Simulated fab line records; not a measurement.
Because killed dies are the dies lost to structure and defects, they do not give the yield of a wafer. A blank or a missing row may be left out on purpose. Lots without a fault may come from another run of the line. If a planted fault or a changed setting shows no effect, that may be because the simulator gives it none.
Struck lot and sound lot, side by side / flow sky130 / 18 out of 708 route steps
Sound: the wafers L932.1, L932.2, L932.3. Wafers L940.2, L940.3, L940.6 were the ones struck. At the end, the cause is stated.
Each step with rows lists, per side, the tool, then ch with its chambers, then its first start. Under that, the readings that differ: sound wafers / struck wafers / difference of the means / sigmas: that difference in standard deviations of wafers without a fault.
alike: readings whose means differ by less than 2 such deviations, and words and numbers that are the same on both sides. not compared: withheld readings, readings that some wafer has no value for, bounds like >300 that may hide the same value, and numbers for which the record gives no deviation and whose values overlap.
A row with sigmas, a row that says differs or no value, or rows on one side alone: a step with any of these is where the two part. When numbers do not overlap yet have no deviation, they are printed without sigmas and do not part them. Lack of a reading on every wafer of one side parts them only where that side has two or more wafers.

first, 4 steps without rows for these wafers: SKY_VT_ADJUST_PCH_SOFTBAKE_03; SKY_VT_ADJUST_PCH_EXPOSE_04 (exposes mask NWM, target cd 840 nm); SKY_VT_ADJUST_PCH_PEB_05; SKY_VT_ADJUST_PCH_DEVELOP_06 (develop time 60 s).
SKY_VT_ADJUST_PCH_OVL_MEAS_07:
  sound: overlay-02 at day 14 08:02; struck: overlay-02 at day 16 19:05
  alike: VT_ADJUST_PCH_OVL
next, for these wafers, 1 step has no rows: SKY_VT_ADJUST_PCH_IMPLANT_08.
SKY_VT_ADJUST_PCH_STRIP_09: strips in O2/N2.
  sound on plasma_asher-04 ch 0,1, day 14 08:13; struck on plasma_asher-01 ch 0,1, day 16 19:16
  alike: drypump_motor_current_A, n2_flow_sccm, oes_product_au, strip_time_to_endpoint_s
  not compared: rf_hours_counter_h
SKY_VT_ADJUST_PCH_TW_MEAS_10:
  sound: film_metro-02 at day 14 08:19; struck: film_metro-02 at day 16 19:22
  alike: VT_ADJUST_PCH_TW
then, 4 steps without rows for these wafers: SKY_SONOS_TUNNEL_DEHYDRATE_00 (time 60 s); SKY_SONOS_TUNNEL_HMDS_01 (prime time 60 s); SKY_SONOS_TUNNEL_COAT_02 (resist thk 1140 nm); SKY_SONOS_TUNNEL_SOFTBAKE_03 (time 60 s).
SKY_SONOS_TUNNEL_EXPOSE_04: exposes mask TUNM, target cd 410 nm.
  sound on iline_stepper-02 ch 0, day 14 21:09; struck on iline_stepper-02 ch 0, day 17 10:01
reading=model.SONOS_TUNNEL.overlay_x_nm (nm); sound=1.268 1.268 1.268; struck=223.7 223.7 223.7; difference=+222.4; sigmas=
  alike: mask
then, 2 steps without rows for these wafers: SKY_SONOS_TUNNEL_PEB_05; SKY_SONOS_TUNNEL_DEVELOP_06 (develop time 60 s).
SKY_SONOS_TUNNEL_CD_MEAS_07 targets a cd of 410 nm.
  sound: cd_sem-02 at day 15 09:48; struck: cd_sem-01 at day 18 00:15
  alike: cd_nm
SKY_SONOS_TUNNEL_OVL_MEAS_08:
  sound: overlay-02 at day 15 09:55; struck: overlay-02 at day 18 00:34
reading=SONOS_TUNNEL_OVL (nm); sound=0.9 -0.1 0.1; struck=223.8 222.5 223.0; difference=+222.8; sigmas=+99 or more
  not compared: hold
SKY_PAD_OPEN_PROBE_99:
  sound wafers here have rows in the record (prober-02, day 48 19:08); struck ones have none

## WHERE THEY PART
Earliest at SKY_SONOS_TUNNEL_OVL_MEAS_08; latest, in this record, at SKY_PAD_OPEN_PROBE_99.

WHY: what had been put in by the simulator
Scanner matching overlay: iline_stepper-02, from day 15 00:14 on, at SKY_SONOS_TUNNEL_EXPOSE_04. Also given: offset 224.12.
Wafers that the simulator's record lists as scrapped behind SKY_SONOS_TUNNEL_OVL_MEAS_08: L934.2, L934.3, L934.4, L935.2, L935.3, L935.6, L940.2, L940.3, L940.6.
